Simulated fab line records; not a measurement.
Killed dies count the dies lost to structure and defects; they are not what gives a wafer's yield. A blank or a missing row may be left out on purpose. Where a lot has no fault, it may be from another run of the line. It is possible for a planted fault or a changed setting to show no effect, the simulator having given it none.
A single fault, viewed from 2 desks || flow sky130 || each desk holds nothing but its own numbers, with what lay behind them at the end

METROLOGY DESK
What the gauges read for every lot (on any tool): the sampled wafers with a number, averaged. A lot is out of limits, marked OUT, if its mean lies more than 4 standard deviations from the usual mean; the brackets give that distance.
Columns: A = cd_nm at SKY_SONOS_TUNNEL_CD_MEAS_07, usual 410 nm; B = cd_nm at SKY_POLY_GATE_CD_MEAS_13, usual 150.1 nm
{"lot": "L688", "first seen here": "day 11 09:38", "A": 414, "B": 150.6}
{"lot": "L690", "first seen here": "day 11 23:26", "A": 411, "B": 150.8}
{"lot": "L695", "first seen here": "day 13 11:50", "A": 412, "B": 151.2}
{"lot": "L698", "first seen here": "day 14 14:47", "A": 413, "B": 150.2}
{"lot": "L699", "first seen here": "day 15 01:30", "A": 415, "B": 148.9}
{"lot": "L700", "first seen here": "day 15 04:53", "A": 415, "B": 149.2}
{"lot": "L701", "first seen here": "day 15 20:20", "A": 407, "B": 149.5}
{"lot": "L704", "first seen here": "day 16 12:34", "A": 404, "B": 151.3}
{"lot": "L705", "first seen here": "day 16 21:17", "A": 410, "B": 151.2}
{"lot": "L706", "first seen here": "day 17 01:43", "A": 408, "B": 148.5}
{"lot": "L708", "first seen here": "day 17 18:52", "A": 409, "B": 150.3}
{"lot": "L709", "first seen here": "day 18 05:28", "A": 411, "B": 152.2}
{"lot": "L711", "first seen here": "day 18 21:36", "A": 413, "B": 148.2}
Finding of this desk: none of the 13 lots has anything out of limits.

AT THE TOOL OWNER'S DESK: litho_track-01
The tool's own readings at SKY_VT_ADJUST_NCORE_DEHYDRATE_00 (time 60 s): means of the sampled wafers that have a number, for each lot that ran on this tool. A lot is out of limits, marked OUT, if its mean lies more than 4 standard deviations from the usual mean; the brackets give that distance.
Columns: A = exhaust_pa at SKY_VT_ADJUST_NCORE_DEHYDRATE_00, usual 45.0 Pa; B = heater_power_total_W at SKY_VT_ADJUST_NCORE_DEHYDRATE_00, usual 160.37 W; C = run_length_s at SKY_VT_ADJUST_NCORE_DEHYDRATE_00, usual 89.13 s
{"lot": "L690", "first seen here": "day 8 17:38", "A": 44.7, "B": 160.43, "C": 89.29}
{"lot": "L698", "first seen here": "day 10 22:56", "A": 44.9, "B": "164.61 (+35) OUT", "C": "84.96 (-23) OUT"}
{"lot": "L699", "first seen here": "day 11 08:11", "A": 45.6, "B": "164.54 (+35) OUT", "C": "84.89 (-24) OUT"}
This desk's finding: out of limits on L698, L699; first on L698, day 10 22:56 (heater_power_total_W at SKY_VT_ADJUST_NCORE_DEHYDRATE_00). In limits: L690.

TAKEN TOGETHER
The tool owner's desk could have raised an alarm at day 10 22:56, on L698, L699.
Metrology desk: nothing out of limits seen.
The metrology desk holds a record of L698, L699, inside its limits.
The lots listed all ran SKY_VT_ADJUST_NCORE_DEHYDRATE_00 on litho_track-01.

WHAT THE SIMULATOR HAD PUT IN
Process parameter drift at SKY_VT_ADJUST_NCORE_DEHYDRATE_00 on litho_track-01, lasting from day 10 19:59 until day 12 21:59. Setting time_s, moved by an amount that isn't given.
Shown lots that were struck: L698, L699.
Time in hours from fault onset to the first out-of-limits reading at each desk: the tool owner's desk, 3.
